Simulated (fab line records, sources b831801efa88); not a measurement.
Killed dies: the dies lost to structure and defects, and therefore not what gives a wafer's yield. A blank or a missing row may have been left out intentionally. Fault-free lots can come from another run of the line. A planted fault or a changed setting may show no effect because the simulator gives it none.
A lot that was struck, set against a sound lot | flow sky130 | 16 steps out of a route of 708
Sound: the wafers L273.3, L273.4, L273.5. Wafers struck: L279.1, L279.2, L279.4. The cause comes at the end.
Order at every step that has rows: each side's tool, ch and its chambers, its first start. Under that, the readings that differ: sound wafers | struck wafers | difference of the means | sigmas: that difference in standard deviations of wafers without a fault.
alike: readings whose means differ by less than 2 such deviations, and words and numbers that are the same on both sides. not compared: withheld readings, readings that some wafer has no value for, bounds like >300 that may hide the same value, and numbers for which the record gives no deviation and whose values overlap.
A row with sigmas, a row that says differs or no value, or rows on one side alone: a step with any of these is where the two part. Numbers that have no deviation but don't overlap get no sigmas and don't part them. A reading missing from all wafers of one side parts the sides only when that side holds two or more wafers.

SKY_VIA1_CMP_02: polishes SiO2.
  sound on cmp-02 ch 1,2, day 34 08:53; struck on cmp-02 ch 1,2,3, day 36 05:42
  alike: motor-current-A, platen-rpm
SKY_VIA1_BOW_MEAS_03:
  sound on film-metro-01, day 34 09:13; struck on film-metro-01, day 36 06:00
  alike: VIA1_BOW
then, 8 steps without rows for these wafers: SKY_VIA1_DEHYDRATE_04 (time 60 s); SKY_VIA1_HMDS_05 (prime time 60 s); SKY_VIA1_COAT_06 (resist thk 60 nm); SKY_VIA1_COAT_07 (resist thk 450 nm); SKY_VIA1_SOFTBAKE_08 (time 90 s); SKY_VIA1_EXPOSE_09 (exposes mask VIM, target cd 150 nm); SKY_VIA1_PEB_10; SKY_VIA1_DEVELOP_11 (develop time 60 s).
SKY_VIA1_CD_MEAS_12: the cd target is 150 nm.
  sound on cd-sem-02, day 35 12:28; struck on cd-sem-01, day 37 07:40
  alike: cd-nm
SKY_VIA1_OVL_MEAS_13:
  sound on overlay-02, day 35 12:33; struck on overlay-02, day 37 07:47
  alike: VIA1_OVL
SKY_VIA1_ETCH_14: etches BARC in N2/H2, stops on SiO2, time 45.9 s, target depth 60 nm.
  sound on rie-diel-02 ch 0,2, day 35 12:35; struck on rie-diel-03 ch 0,2,3, day 37 07:50
  no value came back on the struck wafers for any of 5 readings (bias-w (W), chamber-pressure-mTorr (mTorr) and others); on the sound wafers bias-w (W) reads 100.0 100.0 100.1
  reading                                     | sound             | struck            | difference | sigmas
  model.KrF-thick_of_VIA1_COAT_07.thk-nm (nm) | 393.7 392.4 392.7 | 436.5 436.8 436.8 | +43.8      |
  not compared: rf-hours-counter-h
SKY_VIA1_ETCH_15: etches SiO2 in C4F8/O2/Ar, stops on TiN, target depth 351 nm, time 54 s.
  sound on rie-diel-02 ch 0,2, day 35 12:37; struck on rie-diel-03 ch 0,2,3, day 37 07:52
  reading                                     | sound             | struck            | difference | sigmas
  oes-product-au (a.u.)                       | 0.983 0.995 0.986 | 0.379 0.379 0.375 | -0.610     | -90
  model.KrF-thick_of_VIA1_COAT_07.thk-nm (nm) | 324.3 320.9 321.6 | 367.4 366.6 364.8 | +44.0      |
  alike: bias-w, chamber-pressure-mTorr
  not compared: rf-hours-counter-h
SKY_VIA1_STRIP_16: strips in O2/N2.
  sound on plasma-asher-03 ch 0,1, day 35 12:42; struck on plasma-asher-02 ch 0,1, day 37 07:55
  reading                      | sound             | struck            | difference | sigmas
  oes-product-au (a.u.)        | 0.419 0.418 0.417 | 0.432 0.445 0.429 | +0.017     | +3
  strip-time-to-endpoint-s (s) | 4.471 4.427 4.436 | 4.923 4.910 4.874 | +0.458     | +17
  alike: drypump-motor-current-A
  not compared: rf-hours-counter-h
then, 1 step without rows for these wafers: SKY_VIA1_STRIP_17 (strips in post etch residue remover, time 1200 s).

== WHERE THEY PART ==
Last at SKY_VIA1_STRIP_16 as far as this record goes, first at SKY_VIA1_ETCH_14.

WHY: what had been put in by the simulator
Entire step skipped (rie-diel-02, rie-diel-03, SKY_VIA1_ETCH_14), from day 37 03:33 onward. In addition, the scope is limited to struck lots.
